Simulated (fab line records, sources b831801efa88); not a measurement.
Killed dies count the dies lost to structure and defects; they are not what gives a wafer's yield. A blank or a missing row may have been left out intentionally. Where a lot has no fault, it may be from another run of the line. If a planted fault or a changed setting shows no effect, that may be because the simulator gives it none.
A lot that was struck, set against a sound lot -- flow sky130 -- 15 steps out of a route of 708
Sound: these wafers, L309.2, L309.5, L309.6. Struck: wafers L298.3, L298.6. (L298.4 of the same lot was not struck and is left out.) The cause comes at the end.
Order at every step that has rows: each side's tool, ch and its chambers, its first start. Under that, the readings that differ: sound wafers -- struck wafers -- difference of the means -- sigmas: that difference in standard deviations of wafers without a fault.
alike: readings whose means differ by less than 2 such deviations, and words and numbers that are the same on both sides. not compared: withheld readings, readings that some wafer has no value for, bounds like >300 that may hide the same value, and numbers for which the record gives no deviation and whose values overlap.
A row with sigmas, a row that says differs or no value, or rows on one side alone: a step with any of these is where the two part. Non-overlapping numbers with no deviation appear without sigmas and do not part them. A reading missing from all wafers of one side parts the sides only when that side holds two or more wafers.

first, 1 step without rows for these wafers: SKY_VIA3_ETCH_14 (etches BARC in N2/H2, stops on SiO2, time 45.9 s, target depth 60 nm).
SKY_VIA3_ETCH_15: etches SiO2 in C4F8/O2/Ar, stops on TiN, target depth 507 nm, time 78 s.
  sound on rie_diel-03 ch 1,2, day 44 05:37; struck on rie_diel-02 ch 0,3, day 40 11:45
  alike: oes_product_au, rf_fwd_power_W
then, 4 steps without rows for these wafers: SKY_VIA3_STRIP_16 (strips in O2/N2); SKY_VIA3_STRIP_17 (strips in post etch residue remover, time 1200 s); SKY_VIA3_CLEAN_18 (cleans in IPA, time 180 s); SKY_VIA3_CLEAN_19 (cleans in O3/DIW).
SKY_VIA3_SPUTTER_20: material TiN, target thk 20 nm, time 80 s.
  sound: pvd_sputter-04 at day 44 06:16; struck: pvd_sputter-03 at day 40 12:26
  alike: cathode_dc_power_W, throttle_valve_pct
SKY_VIA3_CVD_21: deposits W, target thk 390 nm, time 117.31 s.
  sound on cvd_w-02 ch 1, day 44 06:22; struck on cvd_w-01 ch 0,1, day 40 12:32
  alike: heater_power_w
SKY_VIA3_RS_MEAS_22: measures by four-point-probe.
  sound: film_metro-02 at day 44 06:35; struck: film_metro-03 at day 40 12:39
  alike: VIA3_W_RS
SKY_VIA3_THK_MEAS_23: measures by xrf.
  sound: film_metro-02 at day 44 06:41; struck: film_metro-03 at day 40 12:45
  alike: VIA3_W_THK
SKY_VIA3_CMP_24: polishes, stops on SiO2, t overpolish 20 s, target thk 0 nm.
  sound on cmp-01 ch 2,3, day 44 06:44; struck on cmp-01 ch 0,1, day 40 12:53
  alike: edge_zone_pressure_frac, motor_current_A, overpolish_run_s, time_to_endpoint_s
SKY_METAL4_SPUTTER_00: material Ti, target thk 15 nm, time 10 s.
  sound: pvd_sputter-01 at day 44 07:02; struck: pvd_sputter-01 at day 40 13:05
  alike: cathode_dc_power_W, throttle_valve_pct
SKY_METAL4_SPUTTER_01: material TiN, target thk 20 nm, time 16.7 s.
  sound: pvd_sputter-01 at day 44 07:04; struck: pvd_sputter-01 at day 40 13:07
reading,sound,struck,difference,sigmas
model.TiN_of_METAL4_SPUTTER_01.thk_nm (nm),20.37 20.29 20.44,26.34 26.56,+6.08,
  alike: cathode_dc_power_W, throttle_valve_pct
then, 1 step without rows for these wafers: SKY_METAL4_SPUTTER_02 (material AlCu, target thk 735 nm, time 39.1 s).
SKY_PAD_OPEN_PROBE_99:
  sound wafers here have rows in the record (prober-02, day 49 11:35); struck ones have none

## WHERE THEY PART
Only at SKY_PAD_OPEN_PROBE_99, within this record.

WHY: the cause the simulator had injected
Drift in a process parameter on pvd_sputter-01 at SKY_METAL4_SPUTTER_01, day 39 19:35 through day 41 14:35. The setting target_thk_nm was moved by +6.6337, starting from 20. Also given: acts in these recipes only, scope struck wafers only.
